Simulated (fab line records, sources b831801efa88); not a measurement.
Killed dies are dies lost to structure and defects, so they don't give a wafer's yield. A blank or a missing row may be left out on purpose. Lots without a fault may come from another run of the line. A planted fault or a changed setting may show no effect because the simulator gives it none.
Which tool did it? | flow sfq_line | 14 lots, 42 wafers sampled, at 4 steps of a route of 325

WHAT THE GAUGES READ, wafer by wafer
The record holds no reading of a measuring or inspecting step that can be judged against a usual standard deviation.

WHICH TOOL RAN EACH LOT (tool, then ch and the chambers of the sampled wafers, then the start)
lot  | SFQ_TRILAYER_M6_DEP_SPUTTER_157 | SFQ_TRILAYER_M6_BARC_OPEN_METAL_ETCH_206 | SFQ_TRILAYER_I6_DEP_PECVD_165   | SFQ_TRILAYER_I6_METRO_MEASURE_167
L221 | pvd_sputter-05, day 70 19:23    | rie_metal-04 ch 0,1, day 75 15:54        | pecvd-01 ch 0,1,2, day 75 16:52 | film_metro-03, day 75 20:03
L224 | pvd_sputter-04, day 72 03:21    | rie_metal-02 ch 0, day 77 02:43          | pecvd-04 ch 0,2, day 77 03:40   | film_metro-04, day 77 11:25
L225 | pvd_sputter-06, day 72 04:33    | rie_metal-02 ch 0, day 77 05:07          | pecvd-02 ch 1,2, day 77 06:04   | film_metro-01, day 77 13:55
L226 | pvd_sputter-05, day 73 22:21    | rie_metal-04 ch 0,1, day 78 19:34        | pecvd-02 ch 1,2, day 78 20:31   | film_metro-04, day 78 23:43
L227 | pvd_sputter-06, day 75 21:43    | rie_metal-04 ch 0,1, day 80 10:05        | pecvd-04 ch 0,1,2, day 80 11:02 | film_metro-04, day 80 14:14
L228 | pvd_sputter-04, day 75 23:02    | rie_metal-02 ch 0, day 80 12:29          | pecvd-01 ch 1,2, day 80 13:26   | film_metro-03, day 80 16:38
L230 | pvd_sputter-04, day 77 09:38    | rie_metal-02 ch 0,1, day 81 18:38        | pecvd-04 ch 0,1, day 81 19:34   | film_metro-04, day 81 23:10
L231 | pvd_sputter-06, day 79 15:39    | rie_metal-04 ch 0,1, day 84 09:22        | pecvd-04 ch 0,2, day 84 10:19   | film_metro-01, day 84 13:49
L232 | pvd_sputter-05, day 79 20:27    | rie_metal-01 ch 0,1, day 84 15:23        | pecvd-02 ch 0,1,2, day 84 16:20 | film_metro-03, day 84 19:56
L234 | pvd_sputter-05, day 80 04:58    | rie_metal-01 ch 0,1, day 84 23:26        | pecvd-01 ch 0,1, day 85 00:34   | film_metro-01, day 85 03:46
L235 | pvd_sputter-05, day 80 18:10    | rie_metal-01 ch 0,1, day 85 13:57        | pecvd-01 ch 0,2, day 85 14:55   | film_metro-03, day 85 18:07
L238 | pvd_sputter-06, day 81 12:54    | rie_metal-02 ch 0,1, day 86 09:09        | pecvd-01 ch 1,2, day 86 10:08   | film_metro-04, day 86 13:19
L240 | pvd_sputter-04, day 81 16:30    | rie_metal-02 ch 0,1, day 86 11:34        | pecvd-04 ch 1,2, day 86 12:31   | film_metro-04, day 86 16:43
L243 | pvd_sputter-06, day 82 20:47    | rie_metal-04 ch 0,1, day 87 10:33        | pecvd-02 ch 0,1,2, day 87 11:31 | film_metro-03, day 87 14:43
- SFQ_TRILAYER_M6_DEP_SPUTTER_157: material Nb, target thk 200 nm, time 133.3 s.
- SFQ_TRILAYER_M6_BARC_OPEN_METAL_ETCH_206: etches BARC in O2, target depth 125 nm, time 41.7 s.
- SFQ_TRILAYER_I6_DEP_PECVD_165: deposits SiO2 from SiH4/N2O, time 111.11 s, target thk 500 nm.
- SFQ_TRILAYER_I6_METRO_MEASURE_167

WHAT THE TOOLS THEMSELVES READ (means of the sampled wafers that have a number; where no wafer has one, the mark that the record gives instead)
SFQ_TRILAYER_M6_DEP_SPUTTER_157.
lot  | tool           | throttle_valve_pct (%)
L221 | pvd_sputter-05 | 29.8
L224 | pvd_sputter-04 | 29.3
L225 | pvd_sputter-06 | 29.9
L226 | pvd_sputter-05 | 30.5
L227 | pvd_sputter-06 | 29.5
L228 | pvd_sputter-04 | 29.8
L230 | pvd_sputter-04 | 29.8
L231 | pvd_sputter-06 | 30.8
L232 | pvd_sputter-05 | 30.3
L234 | pvd_sputter-05 | 29.6
L235 | pvd_sputter-05 | 31.1
L238 | pvd_sputter-06 | 31.8
L240 | pvd_sputter-04 | 28.9
L243 | pvd_sputter-06 | 29.9

SFQ_TRILAYER_M6_BARC_OPEN_METAL_ETCH_206.
lot  | tool         | bias_w (W) | drypump_motor_current_A (A) | oes_product_au (a.u.) | rf_fwd_power_W (W)
L221 | rie_metal-04 | 80.23      | 6.3                         | 0.685                 | 596.4
L224 | rie_metal-02 | 79.94      | 5.6                         | 0.681                 | 590.1
L225 | rie_metal-02 | 80.25      | 5.6                         | 0.680                 | 590.9
L226 | rie_metal-04 | 79.83      | 6.5                         | 0.686                 | 593.7
L227 | rie_metal-04 | 80.04      | 6.3                         | 0.683                 | 594.5
L228 | rie_metal-02 | 79.71      | 5.6                         | 0.685                 | 588.4
L230 | rie_metal-02 | 80.17      | 6.1                         | 0.681                 | 591.3
L231 | rie_metal-04 | 80.15      | 6.3                         | 0.679                 | 596.2
L232 | rie_metal-01 | 79.97      | 5.7                         | 0.687                 | 591.9
L234 | rie_metal-01 | 79.97      | 5.6                         | 0.680                 | 594.3
L235 | rie_metal-01 | 79.95      | 5.6                         | 0.686                 | 593.0
L238 | rie_metal-02 | 80.19      | 6.1                         | 0.683                 | 833.1
L240 | rie_metal-02 | 80.13      | 6.1                         | 0.683                 | 831.3
L243 | rie_metal-04 | 79.99      | 6.3                         | 0.684                 | 594.7

SFQ_TRILAYER_I6_DEP_PECVD_165.
lot  | tool     | chamber_pressure_Torr (Torr) | heater_power_w (W) | throttle_valve_pct (%)
L221 | pecvd-01 | 2.396                        | 88                 | 23.2
L224 | pecvd-04 | 2.402                        | 94                 | 24.0
L225 | pecvd-02 | 2.405                        | 72                 | 24.1
L226 | pecvd-02 | 2.403                        | 81                 | 24.2
L227 | pecvd-04 | 2.402                        | 78                 | 24.3
L228 | pecvd-01 | 2.403                        | 80                 | 24.0
L230 | pecvd-04 | 2.396                        | 91                 | 24.6
L231 | pecvd-04 | 2.399                        | 94                 | 23.9
L232 | pecvd-02 | 2.403                        | 76                 | 24.4
L234 | pecvd-01 | 2.398                        | 85                 | 24.4
L235 | pecvd-01 | 2.395                        | 88                 | 23.7
L238 | pecvd-01 | 2.401                        | 84                 | 24.8
L240 | pecvd-04 | 2.400                        | 69                 | 24.4
L243 | pecvd-02 | 2.400                        | 68                 | 22.9

SFQ_TRILAYER_I6_METRO_MEASURE_167.
lot  | tool          | thk_nm (nm)
L221 | film_metro-03 | 200.0
L224 | film_metro-04 | 201.6
L225 | film_metro-01 | 202.2
L226 | film_metro-04 | 200.5
L227 | film_metro-04 | 200.4
L228 | film_metro-03 | 198.7
L230 | film_metro-04 | 199.6
L231 | film_metro-01 | 200.2
L232 | film_metro-03 | 200.5
L234 | film_metro-01 | 198.7
L235 | film_metro-03 | 199.6
L238 | film_metro-04 | 200.4
L240 | film_metro-04 | 199.6
L243 | film_metro-03 | 198.8

THE ANSWER, worked out from the rows above alone
Rule: what is usual is taken from the lots themselves. Put in order of their means at a reading, lots are off if they are a third of the lots or fewer, leave a main group of 4 or more, and stand apart from it by a gap of 3 or more times the standard deviation of the main group's means; of several such gaps the widest counts. A main group whose means are all the same, to the digits that the tables above print for the reading, isn't used. A lot without any number at a reading at which 4 lots or more have one is off too. The other lots that the step has rows for count as sound. The gauges are gone through in route order, then the tools' own readings, and for those a lot's mean is taken as printed above. The first step at which some lot is off is used, and at that step the reading that is off furthest; a lot without a number counts as furthest.
Off: L238, L240, at SFQ_TRILAYER_M6_BARC_OPEN_METAL_ETCH_206 (rf_fwd_power_W). The main group: mean 593.0 W, standard deviation 2.4.
A tool fits if, at that step or a process step before it, it ran every lot that is off, and no sound lot after the first of them. One fits: rie_metal-02 at SFQ_TRILAYER_M6_BARC_OPEN_METAL_ETCH_206. Its last sound lot is L230 (day 81 18:38), its first lot that is off L238 (day 86 09:09): a fault that began between those two fits.
The tool's own readings at SFQ_TRILAYER_M6_BARC_OPEN_METAL_ETCH_206 bear it out: on the lots that are off they differ by more than 5 times the standard deviation of the sound lots' means. rf_fwd_power_W reads 832.2 W there against 593.0 W on the sound lots.

WHAT THE SIMULATOR HAD PUT IN
Process parameter drift: rie_metal-02, from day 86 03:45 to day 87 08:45, at SFQ_TRILAYER_M6_BARC_OPEN_METAL_ETCH_206. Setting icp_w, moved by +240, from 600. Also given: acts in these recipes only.
Lots struck among those shown: L238, L240. The rule above found the same.
